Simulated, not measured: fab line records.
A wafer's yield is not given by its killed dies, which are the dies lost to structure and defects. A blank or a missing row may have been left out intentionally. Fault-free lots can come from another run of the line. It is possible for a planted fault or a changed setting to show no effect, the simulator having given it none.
Split-lot study / flow sky130 / on a route of 708 steps: 5 lots, 23 wafers read

## THE SPLIT
At SKY_CONTACT_HDPCVD_02 (deposits SiO2, target thk 565 nm, time 94.2 s), the setting sih4FlowSccm was moved away from the recipe's 60 sccm on 10 of the 23 wafers read, by -12.4% to +7.5%. This setting was run at the recipe's value on the other wafers.

Split to reading: the file shows no intervening step.

## THE READING
CONTACT_HDPCVD_THK, in nm, at SKY_CONTACT_THK_MEAS_03. Typical for fault-free wafers on this fab line: 563 nm, with standard deviation 5.7 nm.

wafer=L074.1; tool, chamber at the split=hdpcvd-02, 0; sih4FlowSccm as run, sccm=60; against the recipe=recipe; CONTACT_HDPCVD_THK, nm=563; against lot-mates on the recipe=-
wafer=L074.2; tool, chamber at the split=hdpcvd-02, 2; sih4FlowSccm as run, sccm=60; against the recipe=recipe; CONTACT_HDPCVD_THK, nm=566; against lot-mates on the recipe=-
wafer=L074.3; tool, chamber at the split=hdpcvd-02, 2; sih4FlowSccm as run, sccm=57.47; against the recipe=-4.2%; CONTACT_HDPCVD_THK, nm=540; against lot-mates on the recipe=-22
wafer=L074.4; tool, chamber at the split=hdpcvd-02, 0; sih4FlowSccm as run, sccm=60; against the recipe=recipe; CONTACT_HDPCVD_THK, nm=558; against lot-mates on the recipe=-
wafer=L074.5; tool, chamber at the split=hdpcvd-02, 0; sih4FlowSccm as run, sccm=57.47; against the recipe=-4.2%; CONTACT_HDPCVD_THK, nm=528; against lot-mates on the recipe=-34
wafer=L076.1; tool, chamber at the split=hdpcvd-01, 2; sih4FlowSccm as run, sccm=64.5; against the recipe=+7.5%; CONTACT_HDPCVD_THK, nm=613; against lot-mates on the recipe=+45
wafer=L076.2; tool, chamber at the split=hdpcvd-01, 0; sih4FlowSccm as run, sccm=60; against the recipe=recipe; CONTACT_HDPCVD_THK, nm=561; against lot-mates on the recipe=-
wafer=L076.3; tool, chamber at the split=hdpcvd-01, 1; sih4FlowSccm as run, sccm=60; against the recipe=recipe; CONTACT_HDPCVD_THK, nm=572; against lot-mates on the recipe=-
wafer=L076.5; tool, chamber at the split=hdpcvd-01, 0; sih4FlowSccm as run, sccm=64.5; against the recipe=+7.5%; CONTACT_HDPCVD_THK, nm=606; against lot-mates on the recipe=+38
wafer=L076.6; tool, chamber at the split=hdpcvd-01, 2; sih4FlowSccm as run, sccm=60; against the recipe=recipe; CONTACT_HDPCVD_THK, nm=570; against lot-mates on the recipe=-
wafer=L079.1; tool, chamber at the split=hdpcvd-02, 1; sih4FlowSccm as run, sccm=60; against the recipe=recipe; CONTACT_HDPCVD_THK, nm=566; against lot-mates on the recipe=-
wafer=L079.3; tool, chamber at the split=hdpcvd-02, 0; sih4FlowSccm as run, sccm=60; against the recipe=recipe; CONTACT_HDPCVD_THK, nm=564; against lot-mates on the recipe=-
wafer=L079.5; tool, chamber at the split=hdpcvd-02, 2; sih4FlowSccm as run, sccm=60; against the recipe=recipe; CONTACT_HDPCVD_THK, nm=563; against lot-mates on the recipe=-
wafer=L082.1; tool, chamber at the split=hdpcvd-02, 0; sih4FlowSccm as run, sccm=60; against the recipe=recipe; CONTACT_HDPCVD_THK, nm=558; against lot-mates on the recipe=-
wafer=L082.2; tool, chamber at the split=hdpcvd-02, 1; sih4FlowSccm as run, sccm=52.53; against the recipe=-12.4%; CONTACT_HDPCVD_THK, nm=489; against lot-mates on the recipe=-68
wafer=L082.4; tool, chamber at the split=hdpcvd-02, 1; sih4FlowSccm as run, sccm=52.53; against the recipe=-12.4%; CONTACT_HDPCVD_THK, nm=492; against lot-mates on the recipe=-65
wafer=L082.5; tool, chamber at the split=hdpcvd-02, 2; sih4FlowSccm as run, sccm=52.53; against the recipe=-12.4%; CONTACT_HDPCVD_THK, nm=490; against lot-mates on the recipe=-67
wafer=L082.6; tool, chamber at the split=hdpcvd-02, 0; sih4FlowSccm as run, sccm=60; against the recipe=recipe; CONTACT_HDPCVD_THK, nm=556; against lot-mates on the recipe=-
wafer=L084.1; tool, chamber at the split=hdpcvd-01, 0; sih4FlowSccm as run, sccm=57.27; against the recipe=-4.5%; CONTACT_HDPCVD_THK, nm=538; against lot-mates on the recipe=-30
wafer=L084.2; tool, chamber at the split=hdpcvd-01, 1; sih4FlowSccm as run, sccm=60; against the recipe=recipe; CONTACT_HDPCVD_THK, nm=570; against lot-mates on the recipe=-
wafer=L084.4; tool, chamber at the split=hdpcvd-01, 2,0; sih4FlowSccm as run, sccm=57.27; against the recipe=-4.5%; CONTACT_HDPCVD_THK, nm=534; against lot-mates on the recipe=-34
wafer=L084.5; tool, chamber at the split=hdpcvd-01, 1; sih4FlowSccm as run, sccm=60; against the recipe=recipe; CONTACT_HDPCVD_THK, nm=566; against lot-mates on the recipe=-
wafer=L084.6; tool, chamber at the split=hdpcvd-01, 2,0; sih4FlowSccm as run, sccm=57.27; against the recipe=-4.5%; CONTACT_HDPCVD_THK, nm=534; against lot-mates on the recipe=-34
When a row names more than one chamber, that row covers several wafers, and the file does not tell which wafer ran in which chamber.

THE FIT
A straight line over all 23 wafers: CONTACT_HDPCVD_THK changes by +6.02 nm for each +1% of sih4FlowSccm; r = +0.99; the points scatter about the line by 4.7 nm.
The same after taking each lot's own level away (the mean of its wafers on the recipe; 23 wafers): +5.56 nm for each +1%; r = +0.99; scatter 4.5 nm.
On that fit, the largest move of sih4FlowSccm shifts the reading by 69 nm.
Across the lots, their own levels run from 557.0 to 568.0 nm, a range of 1.9 times the standard deviation given above.
The two slopes are in agreement: the lot-to-lot level therefore moves the slope only a little.
Check: for one of the wafers moved furthest among these (-12.4%), held out of the fit, the line's prediction against its lot-mates is -71 nm. It came out at -68 nm against them.

## OTHER SPLITS ON THESE WAFERS
Note: prior to the reading, these wafers also went through further splits. Each is held against what the fit with the lots' levels taken away leaves over:
other split on the same wafers=SKY_SD_P_IMPLANT_09 doseCm2; wafers away from the commonest value=4; r with CONTACT_HDPCVD_THK (lot level and that fit taken away)=-0.02
other split on the same wafers=SKY_SD_N_COAT_02 resistThkNm; wafers away from the commonest value=10; r with CONTACT_HDPCVD_THK (lot level and that fit taken away)=+0.15
other split on the same wafers=SKY_SD_N_IMPLANT_09 energyKev; wafers away from the commonest value=2; r with CONTACT_HDPCVD_THK (lot level and that fit taken away)=+0.24
other split on the same wafers=SKY_LI_CONTACT_SPUTTER_20 timeS; wafers away from the commonest value=8; r with CONTACT_HDPCVD_THK (lot level and that fit taken away)=-0.20
other split on the same wafers=SKY_LOCAL_INTERCONNECT_EXPOSE_08 doseMj; wafers away from the commonest value=8; r with CONTACT_HDPCVD_THK (lot level and that fit taken away)=-0.21

## THE WHOLE CHAIN: every reading that the file lists as answering this split, in the file's order
step=SKY_CONTACT_HDPCVD_02; what it does=deposits SiO2, target thk 565 nm, time 94.2 s; reading=SiO2_of_CONTACT_HDPCVD_02.thkNm (the simulator's own value, which no gauge read); change (the file's fit)=+5.66 nm for each +1% of the setting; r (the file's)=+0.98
step=SKY_CONTACT_THK_MEAS_03; what it does=; reading=CONTACT_HDPCVD_THK; change (the file's fit)=+5.67 for each +1% of the setting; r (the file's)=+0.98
step=SKY_CONTACT_CMP_04; what it does=polishes SiO2; reading=timeToEndpointS; change (the file's fit)=withheld for each +1% of the setting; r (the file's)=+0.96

## THE FILE'S OWN FIT
CONTACT_HDPCVD_THK changes by +5.67 nm for each +1% of sih4FlowSccm, r = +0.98.
